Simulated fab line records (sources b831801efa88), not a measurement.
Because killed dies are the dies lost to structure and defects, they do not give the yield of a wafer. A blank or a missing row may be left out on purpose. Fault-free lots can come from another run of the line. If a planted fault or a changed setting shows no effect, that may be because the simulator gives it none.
Check of tool commonality | flow gf180mcu | 14 lots and 42 wafers in the sample

REASON FOR OPENING
GF_DUAL_GATE_THK_MEAS_03, reading DUAL_GATE_OXIDATION_00_THK: flagged on 2 of 14 lots. Fault-free wafers read 10.91 nm, with a standard deviation of 0.24.
Rule: flag the lot when none of its wafers has a number, or when each of its wafers that has one lies beyond 4 standard deviations from that mean. All remaining lots are regarded as sound.

lot  | measured     | on            | DUAL_GATE_OXIDATION_00_THK (nm), wafer by wafer | flag
L652 | day 7 18:58  | film_metro-02 | 10.53 10.34 10.55                               |
L653 | day 7 21:59  | film_metro-04 | 11.14 11.02 11.23                               |
L654 | day 8 04:30  | film_metro-04 | 11.21 11.16 11.14                               |
L656 | day 8 23:37  | film_metro-02 | 11.18 11.14 11.00                               |
L657 | day 9 03:25  | film_metro-04 | 10.89 11.02 10.91                               |
L659 | day 9 17:16  | film_metro-02 | 10.87 10.91 10.82                               |
L660 | day 10 00:47 | film_metro-02 | 11.21 11.27 11.35                               |
L662 | day 10 09:58 | film_metro-02 | 11.37 11.20 11.23                               |
L663 | day 10 18:06 | film_metro-01 | 10.84 10.82 10.85                               |
L664 | day 10 21:46 | film_metro-02 | 11.36 11.40 11.25                               |
L665 | day 11 08:32 | film_metro-01 | 11.20 11.11 11.11                               |
L669 | day 12 11:11 | film_metro-01 | 13.63 13.77 13.92                               | FLAGGED
L671 | day 12 21:49 | film_metro-02 | 14.04 13.94 14.05                               | FLAGGED
L675 | day 14 02:00 | film_metro-04 | 10.68 10.62 10.59                               |
On average the flagged lots' numbers are 13.89 nm, which is +2.98 nm against the usual, or +12 standard deviations.

LOT BY LOT: THE TOOL USED
The record holds 1 process step before the reading, out of a route of 602 steps. In each cell: the tool, then ch and the chambers that the sampled wafers went through, then the start.
lot  | flag    | GF_DUAL_GATE_OXIDATION_02
L652 |         | furnace-01 ch 0, day 7 17:31
L653 |         | furnace-02 ch 0, day 7 20:31
L654 |         | furnace-02 ch 0, day 8 03:03
L656 |         | furnace-02 ch 0, day 8 22:10
L657 |         | furnace-01 ch 0, day 9 01:58
L659 |         | furnace-01 ch 0, day 9 15:49
L660 |         | furnace-02 ch 0, day 9 23:20
L662 |         | furnace-02 ch 0, day 10 08:31
L663 |         | furnace-01 ch 0, day 10 16:37
L664 |         | furnace-02 ch 0, day 10 20:19
L665 |         | furnace-02 ch 0, day 11 07:04
L669 | FLAGGED | furnace-01 ch 0, day 12 09:43
L671 | FLAGGED | furnace-01 ch 0, day 12 20:23
L675 |         | furnace-02 ch 0, day 14 00:33
What these steps do:
- GF_DUAL_GATE_OXIDATION_02: stabilise 600 s, purge 300 s, target thk 10.887 nm.
- GF_DUAL_GATE_THK_MEAS_03

FLAGGED OVER TOTAL, TOOL BY TOOL (the gauges that took the reading come last)
step                      | tool          | lots run | flagged | share of the flagged lots | sound lots run after its first flagged lot
GF_DUAL_GATE_OXIDATION_02 | furnace-01    | 6        | 2       | all                       | 0
GF_DUAL_GATE_OXIDATION_02 | furnace-02    | 8        | 0       | none                      | -
GF_DUAL_GATE_THK_MEAS_03  | film_metro-01 | 3        | 1       | some                      | 0
GF_DUAL_GATE_THK_MEAS_03  | film_metro-02 | 7        | 1       | some                      | 0
GF_DUAL_GATE_THK_MEAS_03  | film_metro-04 | 4        | 0       | none                      | -

WHAT THE TABLE ALLOWS
In the table, 1 row covers all flagged lots: furnace-01 at GF_DUAL_GATE_OXIDATION_02.
- furnace-01 at GF_DUAL_GATE_OXIDATION_02 ran 6 lots, 2 of them flagged. Its last sound lot is L663 (day 10 16:37), its first flagged lot L669 (day 12 09:43): a fault that began between those two fits.
Just one tool remains: furnace-01 at GF_DUAL_GATE_OXIDATION_02.

WHAT HAD BEEN PUT IN BY THE SIMULATOR
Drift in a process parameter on furnace-01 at GF_DUAL_GATE_OXIDATION_02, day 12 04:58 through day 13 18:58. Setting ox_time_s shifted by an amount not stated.
Shown lots that were struck: L669, L671. This agrees with what the rule above found.
